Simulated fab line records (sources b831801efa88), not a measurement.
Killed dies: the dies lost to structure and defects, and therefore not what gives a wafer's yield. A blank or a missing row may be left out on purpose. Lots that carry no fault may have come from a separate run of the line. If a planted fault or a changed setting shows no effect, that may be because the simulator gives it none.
Tool commonality check    flow gf180mcu    7 lots and 24 wafers in the sample

WHAT PROMPTED THE OPENING
1 of 7 lots carry a flag on the reading STI_CVD_03_THK at GF_STI_THK_MEAS_04. No-fault wafers: 206.7 nm, standard deviation 2.1.
Rule: flag the lot when none of its wafers has a number, or when each of its wafers that has one lies beyond 4 standard deviations from that mean. The other lots count as sound.

lot   measured     on            STI_CVD_03_THK (nm), wafer by wafer  flag
L722  day 1 14:34  filmMetro-02  204.4 204.4 204.1                    
L723  day 1 18:34  filmMetro-04  202.8 204.0 205.5                    
L724  day 2 00:22  filmMetro-03  204.6 203.8 205.1                    
L730  day 3 06:51  filmMetro-02  215.8 215.6 216.2 215.8 215.8 216.2  FLAGGED
L742  day 5 20:13  filmMetro-02  206.0 206.6 207.4                    
L744  day 6 04:29  filmMetro-03  209.3 209.9 210.2                    
L745  day 6 09:17  filmMetro-04  208.9 207.0 209.5                    
On average the flagged lots' numbers are 215.9 nm, which is +9.2 nm against the usual, or +4 standard deviations.

WHICH TOOL EACH LOT WENT THROUGH
The record keeps 1 process step preceding the reading, out of 602 steps on the route. Every cell lists first the tool, next ch and the chambers used by the sampled wafers, and last the start.
lot   flag     GF_STI_CVD_03
L722           lpcvd-01 ch 0, day 1 11:34
L723           lpcvd-01 ch 0, day 1 16:34
L724           lpcvd-01 ch 0, day 1 22:23
L730  FLAGGED  lpcvd-01 ch 1, day 3 04:52
L742           lpcvd-02 ch 1, day 5 18:13
L744           lpcvd-02 ch 1, day 6 02:31
L745           lpcvd-01 ch 0, day 6 07:17
What these steps do:
- GF_STI_CVD_03: deposits Si3N4 from DCS/NH3, target thk 207.16 nm, time 3551 s.
- GF_STI_THK_MEAS_04

FLAGGED AGAINST TOTAL, ONE TOOL AT A TIME (gauges that did the reading follow at the end)
step                tool          lots run  flagged  share of the flagged lots  sound lots run after its first flagged lot
GF_STI_CVD_03       lpcvd-01      5         1        all                        1 (L745)
GF_STI_CVD_03       lpcvd-02      2         0        none                       -
GF_STI_THK_MEAS_04  filmMetro-02  3         1        all                        1 (L742)
GF_STI_THK_MEAS_04  filmMetro-03  2         0        none                       -
GF_STI_THK_MEAS_04  filmMetro-04  2         0        none                       -

THE TABLE: WHAT IT ALLOWS
lpcvd-01 at GF_STI_CVD_03 and filmMetro-02 at GF_STI_THK_MEAS_04 are the 2 rows of the table that ran each flagged lot.
- lpcvd-01 at GF_STI_CVD_03: 1 of its 5 lots flagged. Sound lots followed the first flagged one (L745) on it, something a lasting fault affecting the whole tool could not allow.
- filmMetro-02 at GF_STI_THK_MEAS_04: 1 of its 3 lots flagged. Sound lots followed the first flagged one (L742) on it, something a lasting fault affecting the whole tool could not allow.
None of the table's rows ran every flagged lot and, after the first, no sound lot.

WHAT THE SIMULATOR HAD PUT IN
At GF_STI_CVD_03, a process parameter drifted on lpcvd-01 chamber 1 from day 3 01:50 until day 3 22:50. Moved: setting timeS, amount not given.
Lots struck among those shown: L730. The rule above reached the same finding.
